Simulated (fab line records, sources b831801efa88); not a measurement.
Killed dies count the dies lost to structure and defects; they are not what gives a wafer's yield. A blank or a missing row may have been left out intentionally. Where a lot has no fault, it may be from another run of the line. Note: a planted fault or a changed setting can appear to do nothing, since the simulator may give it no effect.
What tool caused it? :: flow sky130 :: 12 lots, 36 wafers sampled, at 5 steps of a route of 708

== WHAT EACH GAUGE READ, for each wafer ==
SKY_VT_ADJUST_LVTN_OVL_MEAS_18.
lot: L445
measured: day 8 00:46
on: overlay-02
VT_ADJUST_LVTN_01_OVL (nm): 0.4 0.3 0.9

lot: L447
measured: day 8 09:55
on: overlay-01
VT_ADJUST_LVTN_01_OVL (nm): -0.3 -0.9 -0.1

lot: L449
measured: day 9 02:56
on: overlay-02
VT_ADJUST_LVTN_01_OVL (nm): 0.5 -1.3 -1.5

lot: L450
measured: day 9 11:32
on: overlay-02
VT_ADJUST_LVTN_01_OVL (nm): -1.1 1.4 2.1

lot: L458
measured: day 12 01:26
on: overlay-02
VT_ADJUST_LVTN_01_OVL (nm): 0.9 0.0 -1.2

lot: L459
measured: day 12 07:19
on: overlay-02
VT_ADJUST_LVTN_01_OVL (nm): 0.6 -1.0 0.5

lot: L460
measured: day 12 08:25
on: overlay-02
VT_ADJUST_LVTN_01_OVL (nm): -1.1 0.0 -0.3

lot: L461
measured: day 12 12:55
on: overlay-02
VT_ADJUST_LVTN_01_OVL (nm): 2.1 0.9 0.5

lot: L462
measured: day 13 03:32
on: overlay-02
VT_ADJUST_LVTN_01_OVL (nm): -1.6 -0.9 -0.9

lot: L463
measured: day 13 07:52
on: overlay-02
VT_ADJUST_LVTN_01_OVL (nm): 2.0 1.9 1.7

lot: L464
measured: day 13 23:07
on: overlay-02
VT_ADJUST_LVTN_01_OVL (nm): -1.0 -0.7 1.3

lot: L467
measured: day 14 08:38
on: overlay-02
VT_ADJUST_LVTN_01_OVL (nm): -2.1 -1.2 -2.7

SKY_VT_ADJUST_NCORE_CD_MEAS_07: the cd target is 380 nm.
lot: L445
measured: day 8 22:23
on: cd-sem-01
cd-nm (nm): 377.1 381.4 379.6

lot: L447
measured: day 9 07:36
on: cd-sem-02
cd-nm (nm): 379.6 379.3 377.7

lot: L449
measured: day 10 00:34
on: cd-sem-01
cd-nm (nm): 377.2 378.1 376.1

lot: L450
measured: day 10 09:22
on: cd-sem-01
cd-nm (nm): 383.1 382.3 383.9

lot: L458
measured: day 13 02:30
on: cd-sem-01
cd-nm (nm): 381.4 384.1 379.6

lot: L459
measured: day 13 08:11
on: cd-sem-01
cd-nm (nm): 375.5 376.5 377.8

lot: L460
measured: day 13 08:59
on: cd-sem-02
cd-nm (nm): 389.7 386.1 383.9

lot: L461
measured: day 13 14:08
on: cd-sem-02
cd-nm (nm): 383.3 381.6 380.0

lot: L462
measured: day 14 04:45
on: cd-sem-02
cd-nm (nm): 377.5 375.0 377.5

lot: L463
measured: day 14 09:03
on: cd-sem-01
cd-nm (nm): 381.8 381.7 381.4

lot: L464
measured: day 15 02:05
on: cd-sem-02
cd-nm (nm): 380.8 378.9 380.2

lot: L467
measured: day 15 12:38
on: cd-sem-01
cd-nm (nm): 381.5 379.6 380.5

SKY_SONOS_TUNNEL_TW_MEAS_12.
lot: L445
measured: day 11 17:16
on: film-metro-01
SONOS_TUNNEL_TW: 192 192 192

lot: L447
measured: day 12 04:19
on: film-metro-03
SONOS_TUNNEL_TW: 199 200 199

lot: L449
measured: day 13 01:28
on: film-metro-03
SONOS_TUNNEL_TW: 174 174 174

lot: L450
measured: day 13 10:17
on: film-metro-03
SONOS_TUNNEL_TW: 174 174 174

lot: L458
measured: day 16 10:17
on: film-metro-01
SONOS_TUNNEL_TW: 193 193 194

lot: L459
measured: day 16 17:01
on: film-metro-01
SONOS_TUNNEL_TW: 193 193 194

lot: L460
measured: day 16 17:49
on: film-metro-03
SONOS_TUNNEL_TW: 200 201 202

lot: L461
measured: day 16 23:19
on: film-metro-01
SONOS_TUNNEL_TW: 193 192 192

lot: L462
measured: day 17 15:51
on: film-metro-02
SONOS_TUNNEL_TW: 194 194 194

lot: L463
measured: day 17 20:06
on: film-metro-03
SONOS_TUNNEL_TW: 201 201 201

lot: L464
measured: day 18 13:43
on: film-metro-02
SONOS_TUNNEL_TW: 196 195 196

lot: L467
measured: day 19 01:54
on: film-metro-03
SONOS_TUNNEL_TW: 202 201 201

== WHICH TOOL RAN EACH LOT (tool, then ch and the chambers of the sampled wafers, then the start) ==
lot: L445
SKY_VT_ADJUST_HVTR_STRIP_10: plasma-asher-02 ch 0, day 9 19:37
SKY_SONOS_TUNNEL_IMPLANT_09: implanter-02 ch 0, day 11 16:52

lot: L447
SKY_VT_ADJUST_HVTR_STRIP_10: plasma-asher-03 ch 0,1, day 10 05:50
SKY_SONOS_TUNNEL_IMPLANT_09: implanter-03 ch 0, day 12 03:55

lot: L449
SKY_VT_ADJUST_HVTR_STRIP_10: plasma-asher-04 ch 0,1, day 11 00:05
SKY_SONOS_TUNNEL_IMPLANT_09: implanter-03 ch 0, day 13 00:53

lot: L450
SKY_VT_ADJUST_HVTR_STRIP_10: plasma-asher-03 ch 0,1, day 11 08:59
SKY_SONOS_TUNNEL_IMPLANT_09: implanter-03 ch 0, day 13 09:53

lot: L458
SKY_VT_ADJUST_HVTR_STRIP_10: plasma-asher-03 ch 0,1, day 14 04:14
SKY_SONOS_TUNNEL_IMPLANT_09: implanter-02 ch 0, day 16 09:50

lot: L459
SKY_VT_ADJUST_HVTR_STRIP_10: plasma-asher-04 ch 0,1, day 14 09:53
SKY_SONOS_TUNNEL_IMPLANT_09: implanter-02 ch 0, day 16 16:38

lot: L460
SKY_VT_ADJUST_HVTR_STRIP_10: plasma-asher-03 ch 0,1, day 14 10:56
SKY_SONOS_TUNNEL_IMPLANT_09: implanter-02 ch 0, day 16 17:23

lot: L461
SKY_VT_ADJUST_HVTR_STRIP_10: plasma-asher-03 ch 0,1, day 14 16:19
SKY_SONOS_TUNNEL_IMPLANT_09: implanter-02 ch 0, day 16 22:55

lot: L462
SKY_VT_ADJUST_HVTR_STRIP_10: plasma-asher-02 ch 0,1, day 15 08:26
SKY_SONOS_TUNNEL_IMPLANT_09: implanter-02 ch 0, day 17 15:26

lot: L463
SKY_VT_ADJUST_HVTR_STRIP_10: plasma-asher-03 ch 0,1, day 15 12:59
SKY_SONOS_TUNNEL_IMPLANT_09: implanter-03 ch 0, day 17 19:43

lot: L464
SKY_VT_ADJUST_HVTR_STRIP_10: plasma-asher-04 ch 0,1, day 16 05:20
SKY_SONOS_TUNNEL_IMPLANT_09: implanter-03 ch 0, day 18 13:17

lot: L467
SKY_VT_ADJUST_HVTR_STRIP_10: plasma-asher-04 ch 0,1, day 16 15:40
SKY_SONOS_TUNNEL_IMPLANT_09: implanter-02 ch 0, day 19 01:26
- SKY_VT_ADJUST_HVTR_STRIP_10: strips in O2/N2.
- SKY_SONOS_TUNNEL_IMPLANT_09

== AS READ BY THE TOOLS THEMSELVES (means over the sampled wafers that have a number; for cases with no such wafer, the mark the record gives instead) ==
SKY_VT_ADJUST_HVTR_STRIP_10.
lot: L445
tool: plasma-asher-02
drypump-motor-current-A (A): 5.3
oes-product-au (a.u.): 0.720
strip-time-to-endpoint-s (s): 14.15

lot: L447
tool: plasma-asher-03
drypump-motor-current-A (A): 5.3
oes-product-au (a.u.): 0.713
strip-time-to-endpoint-s (s): 14.26

lot: L449
tool: plasma-asher-04
drypump-motor-current-A (A): 5.7
oes-product-au (a.u.): 0.711
strip-time-to-endpoint-s (s): 14.11

lot: L450
tool: plasma-asher-03
drypump-motor-current-A (A): 5.3
oes-product-au (a.u.): 0.714
strip-time-to-endpoint-s (s): 14.20

lot: L458
tool: plasma-asher-03
drypump-motor-current-A (A): 5.3
oes-product-au (a.u.): 0.718
strip-time-to-endpoint-s (s): 14.15

lot: L459
tool: plasma-asher-04
drypump-motor-current-A (A): 5.7
oes-product-au (a.u.): 0.714
strip-time-to-endpoint-s (s): 14.14

lot: L460
tool: plasma-asher-03
drypump-motor-current-A (A): 5.3
oes-product-au (a.u.): 0.713
strip-time-to-endpoint-s (s): 14.12

lot: L461
tool: plasma-asher-03
drypump-motor-current-A (A): 5.4
oes-product-au (a.u.): 0.718
strip-time-to-endpoint-s (s): 14.18

lot: L462
tool: plasma-asher-02
drypump-motor-current-A (A): 5.7
oes-product-au (a.u.): 0.714
strip-time-to-endpoint-s (s): 14.16

lot: L463
tool: plasma-asher-03
drypump-motor-current-A (A): 5.4
oes-product-au (a.u.): 0.716
strip-time-to-endpoint-s (s): 14.14

lot: L464
tool: plasma-asher-04
drypump-motor-current-A (A): 5.7
oes-product-au (a.u.): 0.710
strip-time-to-endpoint-s (s): 14.18

lot: L467
tool: plasma-asher-04
drypump-motor-current-A (A): 5.7
oes-product-au (a.u.): 0.714
strip-time-to-endpoint-s (s): 14.20

SKY_SONOS_TUNNEL_IMPLANT_09.
lot: L445
tool: implanter-02
dose-ions-cm2: 9.990e+11
faraday-current-uA: 5.61

lot: L447
tool: implanter-03
dose-ions-cm2: 1.000e+12
faraday-current-uA: 5.55

lot: L449
tool: implanter-03
dose-ions-cm2: 5.950e+11
faraday-current-uA: 3.41

lot: L450
tool: implanter-03
dose-ions-cm2: 5.942e+11
faraday-current-uA: 3.36

lot: L458
tool: implanter-02
dose-ions-cm2: 1.001e+12
faraday-current-uA: 5.64

lot: L459
tool: implanter-02
dose-ions-cm2: 9.996e+11
faraday-current-uA: 5.69

lot: L460
tool: implanter-02
dose-ions-cm2: 1.001e+12
faraday-current-uA: 5.66

lot: L461
tool: implanter-02
dose-ions-cm2: 1.001e+12
faraday-current-uA: 5.71

lot: L462
tool: implanter-02
dose-ions-cm2: 1.001e+12
faraday-current-uA: 5.62

lot: L463
tool: implanter-03
dose-ions-cm2: 9.995e+11
faraday-current-uA: 5.58

lot: L464
tool: implanter-03
dose-ions-cm2: 9.998e+11
faraday-current-uA: 5.60

lot: L467
tool: implanter-02
dose-ions-cm2: 9.999e+11
faraday-current-uA: 5.68

== THE ANSWER, worked out from the rows above alone ==
Rule: the usual values come from the lots themselves. The widest of any qualifying gaps counts: lots, ordered by their means at a reading, are off when they make up no more than a third of the lots, leave a main group of 4 or more, and stand apart from it by 3 or more times the standard deviation of that group's means. Not used: any main group whose means are identical at the precision the tables above print for the reading. Also off: a lot with no number at a reading for which 4 or more lots have one. All remaining lots with rows at the step are treated as sound. The gauges are gone through in route order, then the tools' own readings, and for those a lot's mean is taken as printed above. At the first step where some lot is off, the reading lying furthest off is the one used; lots without a number count as furthest.
Off: at SKY_SONOS_TUNNEL_TW_MEAS_12 (SONOS_TUNNEL_TW), L449, L450. The main group: mean 196, standard deviation 3.7.
A tool fits if, at a process step before that reading, it ran every lot that is off, and no sound lot after the first of them. Not tried: the gauges at SKY_SONOS_TUNNEL_TW_MEAS_12; whatever is off there is also off at SKY_SONOS_TUNNEL_IMPLANT_09, on other tools, and gauge error can't account for it. None of those tried fits.

== WHAT THE SIMULATOR HAD INSERTED ==
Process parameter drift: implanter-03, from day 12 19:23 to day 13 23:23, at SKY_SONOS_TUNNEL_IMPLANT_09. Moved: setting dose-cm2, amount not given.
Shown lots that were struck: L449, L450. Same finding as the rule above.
